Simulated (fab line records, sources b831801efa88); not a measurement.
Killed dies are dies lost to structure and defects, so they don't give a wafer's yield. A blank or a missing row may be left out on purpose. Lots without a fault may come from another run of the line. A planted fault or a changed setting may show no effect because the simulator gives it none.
Which tool did it? | flow sky130 | 12 lots, 36 wafers sampled, at 5 steps of a route of 708

WHAT THE GAUGES READ, wafer by wafer
SKY_FIELD_ISO_THK_MEAS_25. Usual: FIELD_ISO_CVD_24_THK 595 nm, standard deviation 8.5.
lot  | measured    | on            | FIELD_ISO_CVD_24_THK (nm) | flag
L214 | day 2 15:00 | film_metro-04 | 588 588 608               |
L215 | day 2 20:02 | film_metro-02 | 597 582 581               |
L217 | day 3 09:17 | film_metro-02 | 603 572 587               |
L218 | day 3 10:28 | film_metro-04 | 598 602 593               |
L219 | day 3 14:29 | film_metro-01 | 593 585 590               |
L220 | day 3 19:57 | film_metro-04 | 599 598 601               |
L223 | day 4 10:58 | film_metro-02 | 601 606 607               |
L226 | day 5 05:28 | film_metro-04 | 599 601 605               |
L228 | day 5 14:46 | film_metro-02 | 599 605 596               |
L233 | day 6 14:55 | film_metro-04 | 589 583 584               |
L234 | day 6 21:53 | film_metro-02 | 599 593 592               |
L236 | day 7 10:13 | film_metro-02 | 598 598 590               |

SKY_POLY_CUT_OVL_MEAS_09. Usual: POLY_CUT_OVL 0 nm, standard deviation 5.9.
lot  | measured     | on         | POLY_CUT_OVL (nm) | flag
L214 | day 24 17:03 | overlay-02 | -11 -11 5         |
L215 | day 25 01:56 | overlay-02 | 4 -2 0            |
L217 | day 26 04:35 | overlay-01 | -5 5 -5           |
L218 | day 26 07:16 | overlay-01 | -12 -6 -4         |
L219 | day 26 09:14 | overlay-02 | -1 -1 -2          |
L220 | day 26 19:47 | overlay-02 | -9 1 -4           |
L223 | day 27 17:17 | overlay-02 | 2 0 6             |
L226 | day 30 05:52 | overlay-01 | -4 -7 2           |
L228 | day 30 05:35 | overlay-01 | -5 0 -1           |
L233 | day 30 22:21 | overlay-02 | 16 16 2           |
L234 | day 31 07:32 | overlay-01 | 8 6 -7            |
L236 | day 32 04:52 | overlay-01 | 0 -1 4            |

SKY_CONTACT_OVL_MEAS_15. Usual: CONTACT_OVL 1 nm, standard deviation 6.4.
lot  | measured     | on         | CONTACT_OVL (nm) | flag
L214 | day 32 00:55 | overlay-01 | -1 1 -6          |
L215 | day 32 08:47 | overlay-01 | 0 16 11          |
L217 | day 33 07:22 | overlay-01 | 0 8 5            |
L218 | day 33 10:49 | overlay-02 | -2 -6 -6         |
L219 | day 33 11:31 | overlay-01 | -8 -6 -10        |
L220 | day 33 21:56 | overlay-01 | 10 10 15         |
L223 | day 34 20:51 | overlay-01 | -8 -11 -6        |
L226 | day 37 04:16 | overlay-02 | 1 -5 -6          |
L228 | day 37 02:53 | overlay-02 | -3 -2 -1         |
L233 | day 37 18:50 | overlay-01 | 1 1 6            |
L234 | day 38 09:08 | overlay-01 | 0 -8 -12         |
L236 | day 39 00:31 | overlay-01 | -7 -4 -4         |

WHICH TOOL RAN EACH LOT (tool, then ch and the chambers of the sampled wafers, then the start)
lot  | SKY_POLY_GATE_IMPLANT_02        | SKY_RES_PROTECT_STRIP_07
L214 | implanter-02 ch 0, day 15 14:31 | plasma_asher-03 ch 0,1, day 15 14:40
L215 | implanter-01 ch 0, day 15 23:23 | plasma_asher-02 ch 0,1, day 15 23:32
L217 | implanter-02 ch 0, day 16 22:14 | plasma_asher-04 ch 0,1, day 16 22:22
L218 | implanter-04 ch 0, day 16 23:49 | plasma_asher-02 ch 0,1, day 16 23:56
L219 | implanter-01 ch 0, day 17 05:10 | plasma_asher-03 ch 0,1, day 17 05:17
L220 | implanter-04 ch 0, day 17 16:08 | plasma_asher-04 ch 0,1, day 17 16:16
L223 | implanter-02 ch 0, day 18 16:47 | plasma_asher-04 ch 0,1, day 18 16:53
L226 | implanter-04 ch 0, day 20 04:17 | plasma_asher-04 ch 0,1, day 20 04:26
L228 | implanter-04 ch 0, day 20 16:05 | plasma_asher-04 ch 0,1, day 20 16:13
L233 | implanter-01 ch 0, day 22 04:52 | plasma_asher-02 ch 0,1, day 22 04:59
L234 | implanter-01 ch 0, day 22 13:20 | plasma_asher-02 ch 0,1, day 22 13:28
L236 | implanter-02 ch 0, day 23 14:13 | plasma_asher-04 ch 0,1, day 23 14:22
- SKY_POLY_GATE_IMPLANT_02
- SKY_RES_PROTECT_STRIP_07: strips in O2/N2.

WHAT THE TOOLS THEMSELVES READ (means of the sampled wafers that have a number; where no wafer has one, the mark that the record gives instead)
SKY_POLY_GATE_IMPLANT_02. Usual: beam_on_s 33.6 s, standard deviation 2.6; dose_ions_cm2 7.7e+15, standard deviation 8.8e+12; end_station_pressure_torr 1.13e-05 Torr, standard deviation 1e-06.
lot  | tool         | beam_on_s (s) | dose_ions_cm2 | end_station_pressure_torr (Torr) | flag
L214 | implanter-02 | 35.3          | 7.7e+15       | 1.12e-05                         |
L215 | implanter-01 | 29.6          | 7.7e+15       | 1.24e-05                         |
L217 | implanter-02 | 34.9          | 7.7e+15       | 1.03e-05                         |
L218 | implanter-04 | 35.3          | 7.7e+15       | 1.10e-05                         |
L219 | implanter-01 | 30.1          | 7.7e+15       | 1.30e-05                         |
L220 | implanter-04 | 35.4          | 7.7e+15       | 1.09e-05                         |
L223 | implanter-02 | 34.6          | 7.7e+15       | 1.12e-05                         |
L226 | implanter-04 | 65.8          | 1.4e+16       | 8.50e-06                         | OFF
L228 | implanter-04 | 66.6          | 1.4e+16       | 8.97e-06                         | OFF
L233 | implanter-01 | 29.9          | 7.7e+15       | 1.23e-05                         |
L234 | implanter-01 | 29.4          | 7.7e+15       | 1.30e-05                         |
L236 | implanter-02 | 35.5          | 7.7e+15       | 1.00e-05                         |

SKY_RES_PROTECT_STRIP_07. Usual: drypump_motor_current_A 6.0 A, standard deviation 0.49; oes_product_au 0.518 a.u., standard deviation 0.0043; strip_time_to_endpoint_s 23.29 s, standard deviation 0.04.
lot  | tool            | drypump_motor_current_A (A) | oes_product_au (a.u.) | strip_time_to_endpoint_s (s) | flag
L214 | plasma_asher-03 | 5.7                         | 0.518                 | 23.27                        |
L215 | plasma_asher-02 | 6.1                         | 0.516                 | 23.30                        |
L217 | plasma_asher-04 | 5.8                         | 0.521                 | 23.29                        |
L218 | plasma_asher-02 | 6.4                         | 0.517                 | 23.32                        |
L219 | plasma_asher-03 | 5.7                         | 0.517                 | 23.29                        |
L220 | plasma_asher-04 | 5.8                         | 0.519                 | 23.24                        |
L223 | plasma_asher-04 | 5.6                         | 0.523                 | 23.28                        |
L226 | plasma_asher-04 | 5.6                         | 0.494                 | 25.02                        | OFF
L228 | plasma_asher-04 | 5.6                         | 0.496                 | 25.05                        | OFF
L233 | plasma_asher-02 | 6.4                         | 0.514                 | 23.28                        |
L234 | plasma_asher-02 | 6.5                         | 0.517                 | 23.29                        |
L236 | plasma_asher-04 | 5.8                         | 0.518                 | 23.32                        |

THE ANSWER, worked out from the rows above alone
Rule: a lot is off if the mean of its wafers that have a number lies more than 3 standard deviations from the usual mean. A lot without any number at a reading at which 4 lots or more have one is off too. The other lots that the step has rows for count as sound. The gauges are gone through in route order, then the tools' own readings, and for those a lot's mean is taken as printed above. The first step at which some lot is off is used, and at that step the reading that is off furthest; a lot without a number counts as furthest.
Off: L226, L228, at SKY_POLY_GATE_IMPLANT_02 (dose_ions_cm2).
A tool fits if, at that step or a process step before it, it ran every lot that is off, and no sound lot after the first of them. One fits: implanter-04 at SKY_POLY_GATE_IMPLANT_02. Its last sound lot is L220 (day 17 16:08), its first lot that is off L226 (day 20 04:17): a fault that began between those two fits.
The tool's own readings at SKY_POLY_GATE_IMPLANT_02 bear it out: on the lots that are off they differ by more than 5 times the standard deviation of the sound lots' means. beam_on_s reads 66.2 s there against 33.0 s on the sound lots; dose_ions_cm2 reads 1.4e+16 there against 7.7e+15 on the sound lots.

WHAT THE SIMULATOR HAD PUT IN
Process parameter drift: implanter-04, from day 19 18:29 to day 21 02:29, at SKY_POLY_GATE_IMPLANT_02. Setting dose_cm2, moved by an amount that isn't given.
Lots struck among those shown: L226, L228. The rule above found the same.
